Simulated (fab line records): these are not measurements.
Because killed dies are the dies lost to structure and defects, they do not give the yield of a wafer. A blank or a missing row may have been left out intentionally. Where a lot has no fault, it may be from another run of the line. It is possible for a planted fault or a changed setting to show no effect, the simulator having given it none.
Which tool did it? || flow sky130 || Sampling: 12 lots, 36 wafers, 4 of 708 route steps

== WHAT EACH GAUGE READ, for each wafer ==
SKY_SD_P_OVL_MEAS_08.
{"lot": "L193", "measured": "day 25 04:48", "on": "overlay-02", "SD_P_OVL (nm)": "-2.2 -2.5 -2.7"}
{"lot": "L194", "measured": "day 26 02:26", "on": "overlay-01", "SD_P_OVL (nm)": "1.4 -0.8 -0.5"}
{"lot": "L195", "measured": "day 26 02:43", "on": "overlay-01", "SD_P_OVL (nm)": "-0.9 -0.2 -0.3"}
{"lot": "L196", "measured": "day 26 20:04", "on": "overlay-01", "SD_P_OVL (nm)": "-4.0 -3.0 -4.6"}
{"lot": "L197", "measured": "day 26 21:16", "on": "overlay-01", "SD_P_OVL (nm)": "-0.5 -1.6 0.1"}
{"lot": "L198", "measured": "day 27 14:19", "on": "overlay-01", "SD_P_OVL (nm)": "1.2 2.0 1.2"}
{"lot": "L199", "measured": "day 27 16:50", "on": "overlay-01", "SD_P_OVL (nm)": "1.0 -0.4 -0.2"}
{"lot": "L200", "measured": "day 28 00:58", "on": "overlay-02", "SD_P_OVL (nm)": "-1.7 -1.7 -3.7"}
{"lot": "L206", "measured": "day 30 01:30", "on": "overlay-02", "SD_P_OVL (nm)": "68.8 68.4 69.3"}
{"lot": "L210", "measured": "day 31 12:21", "on": "overlay-01", "SD_P_OVL (nm)": "72.1 68.9 70.2"}
{"lot": "L214", "measured": "day 32 09:44", "on": "overlay-02", "SD_P_OVL (nm)": "-1.1 -2.8 -2.1"}
{"lot": "L216", "measured": "day 33 06:22", "on": "overlay-02", "SD_P_OVL (nm)": "-2.4 -0.2 -2.6"}

SKY_LI_CONTACT_THK_MEAS_01.
{"lot": "L193", "measured": "day 27 15:51", "on": "filmMetro-01", "LI_CONTACT_HDPCVD_THK (nm)": "943 938 949"}
{"lot": "L194", "measured": "day 28 11:52", "on": "filmMetro-01", "LI_CONTACT_HDPCVD_THK (nm)": "896 922 938"}
{"lot": "L195", "measured": "day 28 12:56", "on": "filmMetro-01", "LI_CONTACT_HDPCVD_THK (nm)": "924 905 903"}
{"lot": "L196", "measured": "day 29 06:12", "on": "filmMetro-03", "LI_CONTACT_HDPCVD_THK (nm)": "927 931 923"}
{"lot": "L197", "measured": "day 29 07:26", "on": "filmMetro-01", "LI_CONTACT_HDPCVD_THK (nm)": "918 929 940"}
{"lot": "L198", "measured": "day 30 00:02", "on": "filmMetro-03", "LI_CONTACT_HDPCVD_THK (nm)": "944 920 944"}
{"lot": "L199", "measured": "day 30 02:23", "on": "filmMetro-01", "LI_CONTACT_HDPCVD_THK (nm)": "932 927 914"}
{"lot": "L200", "measured": "day 30 09:37", "on": "filmMetro-01", "LI_CONTACT_HDPCVD_THK (nm)": "930 931 938"}
{"lot": "L206", "measured": "day 32 07:53", "on": "filmMetro-02", "LI_CONTACT_HDPCVD_THK (nm)": "928 935 947"}
{"lot": "L210", "measured": "day 33 18:04", "on": "filmMetro-01", "LI_CONTACT_HDPCVD_THK (nm)": "917 942 907"}
{"lot": "L214", "measured": "day 34 15:47", "on": "filmMetro-03", "LI_CONTACT_HDPCVD_THK (nm)": "943 902 924"}
{"lot": "L216", "measured": "day 35 13:05", "on": "filmMetro-01", "LI_CONTACT_HDPCVD_THK (nm)": "938 945 908"}

== WHAT TOOL EACH LOT RAN ON (gives the tool, then ch and the chambers of the sampled wafers, and finally the start) ==
{"lot": "L193", "SKY_POLY_CUT_ETCH_10": "rieDiel-01 ch 0,3, day 23 22:56", "SKY_SD_P_EXPOSE_04": "ilineStepper-02 ch 0, day 24 14:38"}
{"lot": "L194", "SKY_POLY_CUT_ETCH_10": "rieDiel-02 ch 0,1,2, day 24 20:13", "SKY_SD_P_EXPOSE_04": "ilineStepper-02 ch 0, day 25 11:41"}
{"lot": "L195", "SKY_POLY_CUT_ETCH_10": "rieDiel-01 ch 1,2, day 24 20:35", "SKY_SD_P_EXPOSE_04": "ilineStepper-02 ch 0, day 25 11:55"}
{"lot": "L196", "SKY_POLY_CUT_ETCH_10": "rieDiel-01 ch 0,1,3, day 25 15:16", "SKY_SD_P_EXPOSE_04": "ilineStepper-02 ch 0, day 26 06:04"}
{"lot": "L197", "SKY_POLY_CUT_ETCH_10": "rieDiel-03 ch 0,3, day 25 16:17", "SKY_SD_P_EXPOSE_04": "ilineStepper-02 ch 0, day 26 07:28"}
{"lot": "L198", "SKY_POLY_CUT_ETCH_10": "rieDiel-03 ch 0,1,3, day 26 10:19", "SKY_SD_P_EXPOSE_04": "ilineStepper-01 ch 0, day 27 00:02"}
{"lot": "L199", "SKY_POLY_CUT_ETCH_10": "rieDiel-01 ch 1,3, day 26 13:04", "SKY_SD_P_EXPOSE_04": "ilineStepper-02 ch 0, day 27 02:40"}
{"lot": "L200", "SKY_POLY_CUT_ETCH_10": "rieDiel-03 ch 0,2,3, day 26 21:05", "SKY_SD_P_EXPOSE_04": "ilineStepper-02 ch 0, day 27 11:26"}
{"lot": "L206", "SKY_POLY_CUT_ETCH_10": "rieDiel-03 ch 1,2,3, day 28 21:16", "SKY_SD_P_EXPOSE_04": "ilineStepper-02 ch 0, day 29 11:37"}
{"lot": "L210", "SKY_POLY_CUT_ETCH_10": "rieDiel-02 ch 0,1,2, day 30 09:37", "SKY_SD_P_EXPOSE_04": "ilineStepper-02 ch 0, day 30 22:41"}
{"lot": "L214", "SKY_POLY_CUT_ETCH_10": "rieDiel-01 ch 0,1,3, day 31 07:08", "SKY_SD_P_EXPOSE_04": "ilineStepper-01 ch 0, day 31 20:31"}
{"lot": "L216", "SKY_POLY_CUT_ETCH_10": "rieDiel-03 ch 2,3, day 32 03:25", "SKY_SD_P_EXPOSE_04": "ilineStepper-01 ch 0, day 32 17:35"}
- SKY_POLY_CUT_ETCH_10: etches BARC in N2/H2, stops on SiO2, time 45.9 s, target depth 60 nm.
- SKY_SD_P_EXPOSE_04: exposes mask PSDM, target cd 380 nm.

== AS READ BY THE TOOLS THEMSELVES (means over the sampled wafers that have a number; for cases with no such wafer, the mark the record gives instead) ==
SKY_POLY_CUT_ETCH_10.
{"lot": "L193", "tool": "rieDiel-01", "drypumpMotorCurrentA (A)": 5.6, "oesProductAu (a.u.)": 0.855, "rfFwdPowerW (W)": 495.1, "throttleValvePct (%)": 13.213}
{"lot": "L194", "tool": "rieDiel-02", "drypumpMotorCurrentA (A)": 6.3, "oesProductAu (a.u.)": 0.854, "rfFwdPowerW (W)": 494.2, "throttleValvePct (%)": 13.218}
{"lot": "L195", "tool": "rieDiel-01", "drypumpMotorCurrentA (A)": 5.5, "oesProductAu (a.u.)": 0.860, "rfFwdPowerW (W)": 494.7, "throttleValvePct (%)": 13.233}
{"lot": "L196", "tool": "rieDiel-01", "drypumpMotorCurrentA (A)": 5.6, "oesProductAu (a.u.)": 0.856, "rfFwdPowerW (W)": 495.7, "throttleValvePct (%)": 13.228}
{"lot": "L197", "tool": "rieDiel-03", "drypumpMotorCurrentA (A)": 5.8, "oesProductAu (a.u.)": 0.855, "rfFwdPowerW (W)": 495.6, "throttleValvePct (%)": 13.225}
{"lot": "L198", "tool": "rieDiel-03", "drypumpMotorCurrentA (A)": 5.5, "oesProductAu (a.u.)": 0.852, "rfFwdPowerW (W)": 494.6, "throttleValvePct (%)": 13.227}
{"lot": "L199", "tool": "rieDiel-01", "drypumpMotorCurrentA (A)": 5.6, "oesProductAu (a.u.)": 0.855, "rfFwdPowerW (W)": 497.2, "throttleValvePct (%)": 13.219}
{"lot": "L200", "tool": "rieDiel-03", "drypumpMotorCurrentA (A)": 5.6, "oesProductAu (a.u.)": 0.860, "rfFwdPowerW (W)": 494.4, "throttleValvePct (%)": 13.232}
{"lot": "L206", "tool": "rieDiel-03", "drypumpMotorCurrentA (A)": 5.3, "oesProductAu (a.u.)": 0.859, "rfFwdPowerW (W)": 494.6, "throttleValvePct (%)": 13.232}
{"lot": "L210", "tool": "rieDiel-02", "drypumpMotorCurrentA (A)": 6.3, "oesProductAu (a.u.)": 0.853, "rfFwdPowerW (W)": 493.0, "throttleValvePct (%)": 13.226}
{"lot": "L214", "tool": "rieDiel-01", "drypumpMotorCurrentA (A)": 5.6, "oesProductAu (a.u.)": 0.852, "rfFwdPowerW (W)": 495.0, "throttleValvePct (%)": 13.225}
{"lot": "L216", "tool": "rieDiel-03", "drypumpMotorCurrentA (A)": 5.5, "oesProductAu (a.u.)": 0.849, "rfFwdPowerW (W)": 492.2, "throttleValvePct (%)": 13.229}

== THE ANSWER, worked out from the rows above alone ==
Rule: what is usual is taken from the lots themselves. The widest of any qualifying gaps counts: lots, ordered by their means at a reading, are off when they make up no more than a third of the lots, leave a main group of 4 or more, and stand apart from it by 3 or more times the standard deviation of that group's means. A main group whose means are all the same, to the digits that the tables above print for the reading, isn't used. Also off: a lot with no number at a reading for which 4 or more lots have one. All remaining lots with rows at the step are treated as sound. The gauges are gone through in route order, then the tools' own readings, and for those a lot's mean is taken as printed above. The first step at which some lot is off is used, and at that step the reading that is off furthest; a lot without a number counts as furthest.
Off: L206, L210, at SKY_SD_P_OVL_MEAS_08 (SD_P_OVL). The main group: mean -1.2 nm, standard deviation 1.5.
If a tool, at a process step before that reading, ran all the lots that are off and no sound lot after the first of them, it fits. Gauges at SKY_SD_P_OVL_MEAS_08: tried the same way as those tools. One fits: ilineStepper-02 at SKY_SD_P_EXPOSE_04. Its last sound lot is L200 (day 27 11:26), its first lot that is off L206 (day 29 11:37): a fault that began between those two fits.

== WHAT THE SIMULATOR PUT IN ==
Scanner matching overlay: ilineStepper-02, from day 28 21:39 on, at SKY_SD_P_EXPOSE_04. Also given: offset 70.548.
Shown lots that were struck: L206, L210. The rule above found the same.
